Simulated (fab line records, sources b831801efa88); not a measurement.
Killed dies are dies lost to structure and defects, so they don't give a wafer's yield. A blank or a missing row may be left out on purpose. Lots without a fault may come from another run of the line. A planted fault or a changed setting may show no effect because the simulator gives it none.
Chamber matching | flow sky130 | SKY_CONTACT_CMP_27 on cmp-02: 4 sister chambers
The step polishes, stops on SiO2, t overpolish 15 s, target thk 0 nm. 4 wafers are shown with their chamber, then 7 later ones without.

WAFERS WITH THEIR CHAMBER
wafer  | chamber | motor_current_A (A)
L416.1 | 1       | 8.9
L417.2 | 0       | 10.4
L421.5 | 3       | 10.7
L422.2 | 2       | 10.0

WAFERS WITHOUT THEIR CHAMBER
wafer  | motor_current_A (A)
L422.4 | 11.8
L422.6 | 10.1
L426.1 | 9.4
L426.4 | 8.5
L426.5 | 10.3
L435.2 | 10.6
L435.5 | 10.0

WHICH CHAMBER EACH WENT THROUGH
wafer  | from the rows above               | in truth
L422.4 | can't be placed: 3 or 0 or 2      | 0
L422.6 | can't be placed: 2 or 0 or 3      | 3
L426.1 | can't be placed: 1 or 2 or 0 or 3 | 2
L426.4 | 1                                 | 1
L426.5 | can't be placed: 0 or 2 or 3      | 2
L435.2 | can't be placed: 3 or 0 or 2      | 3
L435.5 | can't be placed: 2 or 0 or 3      | 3
Placed correctly: 1 of 7. Can't be placed from these rows: 6 (the true chamber is among the candidates in 6). Placed wrongly: 0.
How it was worked out, from the rows above alone: a wafer's distance from a chamber is the root of the sum, over the readings, of the square of ((its reading less the chamber's mean) divided by the reading's scatter). The wafer belongs to the nearest chamber; if the next one is less than 2 further off, it can't be placed. A chamber's mean is the mean of its shown wafers. The scatter: with one shown wafer a chamber, the root of the mean of the squares of how far each hidden wafer lies from its nearest shown one.
